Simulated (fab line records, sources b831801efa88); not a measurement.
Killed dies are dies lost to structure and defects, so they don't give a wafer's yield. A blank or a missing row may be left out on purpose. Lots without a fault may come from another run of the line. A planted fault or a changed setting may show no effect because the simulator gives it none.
Chamber matching | flow sky130 | SKY_CONTACT_CMP_27 on cmp-02: 4 sister chambers
The step polishes, stops on SiO2, t overpolish 15 s, target thk 0 nm. 8 wafers are shown with their chamber, then 12 later ones without.

WAFERS WITH THEIR CHAMBER
wafer  | chamber | motor_current_A (A) | time_to_endpoint_s (s)
L082.2 | 2       | 12.6                | 81
L083.6 | 3       | 9.4                 | 78
L088.1 | 1       | 11.3                | 88
L088.2 | 0       | 9.7                 | 88
L088.3 | 2       | 13.5                | 81
L090.1 | 0       | 9.8                 | 89
L090.3 | 3       | 9.3                 | 75
L090.5 | 1       | 11.9                | 86

WAFERS WITHOUT THEIR CHAMBER
wafer  | motor_current_A (A) | time_to_endpoint_s (s)
L094.2 | 9.5                 | 90
L094.3 | 11.3                | 86
L094.6 | 11.5                | 88
L095.3 | 13.2                | 81
L095.4 | 10.2                | 85
L095.5 | 12.7                | 82
L096.1 | 9.8                 | 87
L096.2 | 12.1                | 88
L096.5 | 12.7                | 91
L097.1 | 11.8                | 81
L097.2 | 9.9                 | 84
L097.6 | 9.3                 | 73

WHICH CHAMBER EACH WENT THROUGH
wafer  | from the rows above     | in truth
L094.2 | 0                       | 0
L094.3 | 1                       | 1
L094.6 | 1                       | 1
L095.3 | 2                       | 2
L095.4 | can't be placed: 0 or 1 | 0
L095.5 | 2                       | 2
L096.1 | 0                       | 0
L096.2 | 1                       | 1
L096.5 | 1                       | 1
L097.1 | can't be placed: 2 or 1 | 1
L097.2 | can't be placed: 0 or 1 | 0
L097.6 | 3                       | 3
Placed correctly: 9 of 12. Can't be placed from these rows: 3 (the true chamber is among the candidates in 3). Placed wrongly: 0.
How it was worked out, from the rows above alone: a wafer's distance from a chamber is the root of the sum, over the readings, of the square of ((its reading less the chamber's mean) divided by the reading's scatter). The wafer belongs to the nearest chamber; if the next one is less than 2 further off, it can't be placed. A chamber's mean is the mean of its shown wafers. The scatter: the root of (the sum of the squares of (reading less its chamber's mean) over the shown wafers, divided by (wafers less chambers)).
